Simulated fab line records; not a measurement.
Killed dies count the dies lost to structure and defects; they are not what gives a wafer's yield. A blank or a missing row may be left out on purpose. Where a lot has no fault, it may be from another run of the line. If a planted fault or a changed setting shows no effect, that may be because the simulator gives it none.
A struck lot beside a sound one || flow sky130 || 15 out of 708 route steps
Sound: the wafers L748.1, L748.3, L748.5. Wafers L752.2, L752.3, L752.6 were the ones struck. The cause comes at the end.
Order at every step that has rows: each side's tool, ch and its chambers, its first start. Under that, the readings that differ: sound wafers || struck wafers || difference of the means || sigmas: that difference in standard deviations of wafers without a fault.
alike: readings with means less than 2 such deviations apart, plus words and numbers identical on both sides. not compared: withheld readings, readings lacking a value on some wafer, bounds such as >300 that could conceal the same value, and numbers that have no deviation in the record and whose values overlap.
Wherever a step has rows on one side only, a row that says differs or no value, or a row with sigmas, the two part there. Numbers that have no deviation but don't overlap get no sigmas and don't part them. A reading that every wafer of one side lacks parts them only if that side has two wafers or more.

SKY_LDD_LDN_TW_MEAS_13:
  sound on film_metro-03 at day 26 15:00; struck on film_metro-01 at day 28 14:46
  alike: LDD_LDN_TW
then, 2 steps without rows for these wafers: SKY_LDD_LDN_CLEAN_14 (cleans in SC1/SC2, time 150 s); SKY_SPACER_CVD_00 (deposits Si3N4 from DCS/NH3, target thk 43.1 nm, time 740 s).
SKY_SPACER_THK_MEAS_01:
  sound on film_metro-03 at day 26 16:19; struck on film_metro-04 at day 28 16:04
  alike: SPACER_CVD_00_THK
SKY_SPACER_ETCHBACK_02: etches Si3N4 in CH3F/O2, stops on SiO2, time 46.7 s, target depth 45 nm.
  sound on rie_diel-04 ch 1,3, day 26 16:22; struck on rie_diel-04 ch 1,2, day 28 16:07
  alike: drypump_motor_current_A, oes_product_au, throttle_valve_pct
  not compared: rf_hours_counter_h
then, 7 steps without rows for these wafers: SKY_POLY_CUT_DEHYDRATE_00 (time 60 s); SKY_POLY_CUT_HMDS_01 (prime time 60 s); SKY_POLY_CUT_COAT_02 (resist thk 60 nm); SKY_POLY_CUT_COAT_03 (resist thk 450 nm); SKY_POLY_CUT_SOFTBAKE_04 (time 90 s); SKY_POLY_CUT_EXPOSE_05 (exposes mask NPCM, target cd 270 nm); SKY_POLY_CUT_PEB_06.
SKY_POLY_CUT_DEVELOP_07: develop time 60 s.
  sound on litho_track-01 ch 0, day 27 21:00; struck on litho_track-01 ch 0, day 29 20:00
{"reading": "developer_temp_C (C)", "sound": "21.01 21.12 21.06", "struck": "21.85 21.80 21.98", "difference": "+0.81", "sigmas": "+8"}
SKY_POLY_CUT_CD_MEAS_08: target cd 270 nm.
  sound on cd_sem-01 at day 27 21:53; struck on cd_sem-01 at day 29 20:28
  alike: cd_nm
SKY_PAD_OPEN_PROBE_99:
  the record has rows for the sound wafers here (prober-02, day 48 18:31) and none for the struck ones

== WHERE THEY PART ==
At SKY_POLY_CUT_DEVELOP_07 first; at SKY_PAD_OPEN_PROBE_99 last (within this record only).

WHY: the cause the simulator had injected
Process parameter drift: litho_track-01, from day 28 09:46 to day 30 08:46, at SKY_POLY_CUT_DEVELOP_07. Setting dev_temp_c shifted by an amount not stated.
